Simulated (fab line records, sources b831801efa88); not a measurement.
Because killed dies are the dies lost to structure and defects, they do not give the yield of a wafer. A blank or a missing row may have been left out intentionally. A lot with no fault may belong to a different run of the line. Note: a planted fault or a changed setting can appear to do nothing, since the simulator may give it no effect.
Which of the tools did it? ; flow gf180mcu ; 42 wafers from 14 lots sampled at 3 of the route's 602 steps

WHAT THE GAUGES READ, wafer by wafer
GF_NSD_OVL_MEAS_08.
lot;measured;on;NSD_OVL (nm)
L765;day 14 21:56;overlay-02;-0.7 -1.2 -0.4
L766;day 15 09:14;overlay-02;-1.3 -1.7 -0.7
L767;day 15 12:58;overlay-02;-0.4 -0.4 -0.7
L769;day 16 10:59;overlay-02;-1.4 -1.2 0.4
L770;day 16 19:53;overlay-01;1.1 0.4 -0.8
L776;day 18 11:53;overlay-01;2.0 0.3 1.0
L779;day 19 13:29;overlay-02;1.3 -1.3 1.2
L780;day 19 21:05;overlay-01;0.9 0.2 0.4
L781;day 20 07:50;overlay-02;-0.1 -1.4 0.8
L782;day 20 15:25;overlay-02;-0.7 -2.3 -1.2
L783;day 21 03:58;overlay-01;0.8 0.1 1.0
L784;day 21 06:38;overlay-02;-0.7 -1.1 0.3
L785;day 21 10:44;overlay-01;-2.3 -0.7 -1.7
L788;day 22 05:29;overlay-01;-0.1 -0.1 0.3

GF_PSD_CD_MEAS_07: target cd 400 nm.
lot;measured;on;cd_nm (nm)
L765;day 15 20:09;cd_sem-02;398.7 399.3 399.4
L766;day 16 08:15;cd_sem-02;399.3 397.9 399.8
L767;day 16 11:31;cd_sem-01;400.5 401.3 400.2
L769;day 17 11:46;cd_sem-01;398.1 400.3 401.0
L770;day 17 20:19;cd_sem-01;398.8 398.2 400.3
L776;day 19 14:03;cd_sem-02;398.2 401.3 400.3
L779;day 20 14:58;cd_sem-01;400.4 398.8 399.8
L780;day 20 22:24;cd_sem-02;399.8 396.9 399.2
L781;day 21 09:23;cd_sem-02;398.2 399.1 398.3
L782;day 21 19:57;cd_sem-02;397.9 398.2 396.7
L783;day 22 04:13;cd_sem-01;404.0 402.1 402.2
L784;day 22 06:17;cd_sem-02;396.9 398.6 397.6
L785;day 22 12:13;cd_sem-02;401.3 399.3 398.9
L788;day 23 06:29;cd_sem-01;403.1 401.9 404.0

GF_PSD_OVL_MEAS_08.
lot;measured;on;PSD_OVL (nm)
L765;day 15 20:16;overlay-01;4.1 2.6 2.7
L766;day 16 08:22;overlay-01;1.4 1.7 -0.4
L767;day 16 11:38;overlay-01;1.7 -0.5 0.2
L769;day 17 11:53;overlay-02;0.2 0.5 1.6
L770;day 17 20:26;overlay-01;-0.1 -2.4 -1.2
L776;day 19 14:08;overlay-01;0.7 2.1 0.7
L779;day 20 15:05;overlay-01;-2.5 -1.2 -0.3
L780;day 20 22:31;overlay-02;-3.1 -3.1 -4.2
L781;day 21 09:29;overlay-01;-2.5 1.5 0.1
L782;day 21 20:04;overlay-02;-0.9 -2.6 -2.5
L783;day 22 04:17;overlay-02;-1.0 1.1 -0.2
L784;day 22 06:23;overlay-02;2.6 0.4 1.8
L785;day 22 12:20;overlay-02;-2.7 -1.2 0.0
L788;day 23 06:35;overlay-02;-0.3 1.7 2.9

WHAT TOOL EACH LOT RAN ON (gives the tool, then ch and the chambers of the sampled wafers, and finally the start)
The record holds no process step before these readings.

AS READ BY THE TOOLS THEMSELVES (means over the sampled wafers that have a number; for cases with no such wafer, the mark the record gives instead)
The record holds no such reading with a usual standard deviation.

THE ANSWER, worked out from the rows above alone
Rule: usual is defined by the lots themselves. The widest of any qualifying gaps counts: lots, ordered by their means at a reading, are off when they make up no more than a third of the lots, leave a main group of 4 or more, and stand apart from it by 3 or more times the standard deviation of that group's means. If all means in a main group match to the digits the tables above print for the reading, that group is not used. A lot without any number at a reading at which 4 lots or more have one is off too. All remaining lots with rows at the step are treated as sound. The gauges are gone through in route order, then the tools' own readings, and for those a lot's mean is taken as printed above. The first step at which some lot is off is used, and at that step the reading that is off furthest; a lot without a number counts as furthest.
None of the lots is off at any reading shown; this tells nothing.

WHAT THE SIMULATOR HAD INSERTED
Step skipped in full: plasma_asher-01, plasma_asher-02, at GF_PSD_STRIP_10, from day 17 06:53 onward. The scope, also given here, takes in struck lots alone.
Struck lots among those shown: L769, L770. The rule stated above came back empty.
